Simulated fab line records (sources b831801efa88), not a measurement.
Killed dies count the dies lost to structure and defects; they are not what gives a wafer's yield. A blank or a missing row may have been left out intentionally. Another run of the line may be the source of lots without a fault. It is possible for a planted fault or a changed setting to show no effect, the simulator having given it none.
Which tool was responsible? || flow gf180mcu || Sampling: 12 lots, 36 wafers, 2 of 602 route steps

WHAT EACH GAUGE READ, for each wafer
GF_M4_OVL_MEAS_15.
{"lot": "L075", "measured": "day 23 23:42", "on": "overlay-02", "M4_OVL (nm)": "5 -3 6"}
{"lot": "L077", "measured": "day 24 10:00", "on": "overlay-01", "M4_OVL (nm)": "0 1 7"}
{"lot": "L079", "measured": "day 25 05:00", "on": "overlay-01", "M4_OVL (nm)": "-2 4 6"}
{"lot": "L081", "measured": "day 26 01:50", "on": "overlay-01", "M4_OVL (nm)": "1 4 0"}
{"lot": "L083", "measured": "day 26 08:56", "on": "overlay-02", "M4_OVL (nm)": "-2 -1 -3"}
{"lot": "L085", "measured": "day 27 04:23", "on": "overlay-01", "M4_OVL (nm)": "14 10 8"}
{"lot": "L087", "measured": "day 27 20:14", "on": "overlay-02", "M4_OVL (nm)": "6 -1 4"}
{"lot": "L089", "measured": "day 28 20:42", "on": "overlay-02", "M4_OVL (nm)": "9 7 6"}
{"lot": "L091", "measured": "day 28 23:36", "on": "overlay-01", "M4_OVL (nm)": "2 4 -1"}
{"lot": "L094", "measured": "day 29 19:30", "on": "overlay-01", "M4_OVL (nm)": "11 8 4"}
{"lot": "L095", "measured": "day 29 22:29", "on": "overlay-01", "M4_OVL (nm)": "-5 0 -3"}
{"lot": "L097", "measured": "day 30 14:08", "on": "overlay-02", "M4_OVL (nm)": "2 7 4"}

WHAT TOOL EACH LOT RAN ON (gives the tool, then ch and the chambers of the sampled wafers, and finally the start)
{"lot": "L075", "GF_V2_CMP_04": "cmp-01 ch 1,3, day 19 21:52"}
{"lot": "L077", "GF_V2_CMP_04": "cmp-02 ch 0,2,3, day 20 08:24"}
{"lot": "L079", "GF_V2_CMP_04": "cmp-02 ch 2,3, day 21 04:33"}
{"lot": "L081", "GF_V2_CMP_04": "cmp-01 ch 0,1, day 22 03:21"}
{"lot": "L083", "GF_V2_CMP_04": "cmp-02 ch 0,3, day 22 11:20"}
{"lot": "L085", "GF_V2_CMP_04": "cmp-01 ch 0,3, day 23 08:17"}
{"lot": "L087", "GF_V2_CMP_04": "cmp-02 ch 0,3, day 24 02:55"}
{"lot": "L089", "GF_V2_CMP_04": "cmp-01 ch 0,2,3, day 25 05:43"}
{"lot": "L091", "GF_V2_CMP_04": "cmp-01 ch 1,2,3, day 25 09:34"}
{"lot": "L094", "GF_V2_CMP_04": "cmp-01 ch 0,1,3, day 26 07:01"}
{"lot": "L095", "GF_V2_CMP_04": "cmp-01 ch 0,1,3, day 26 11:40"}
{"lot": "L097", "GF_V2_CMP_04": "cmp-01 ch 0,1,2, day 27 04:51"}
- GF_V2_CMP_04: polishes SiO2.

THE ANSWER, worked out from the rows above alone
Rule: usual is defined by the lots themselves. Put in order of their means at a reading, lots are off if they are a third of the lots or fewer, leave a main group of 4 or more, and stand apart from it by a gap of 3 or more times the standard deviation of the main group's means; of several such gaps the widest counts. The tables above print the reading to a certain number of digits; a main group whose means all agree to those digits is not used. A lot without any number at a reading at which 4 lots or more have one is off too. Where the step has rows for the other lots, those lots are counted as sound.
Across all readings shown, no lot is off: no conclusion can be drawn from this.

WHAT HAD BEEN PUT IN BY THE SIMULATOR
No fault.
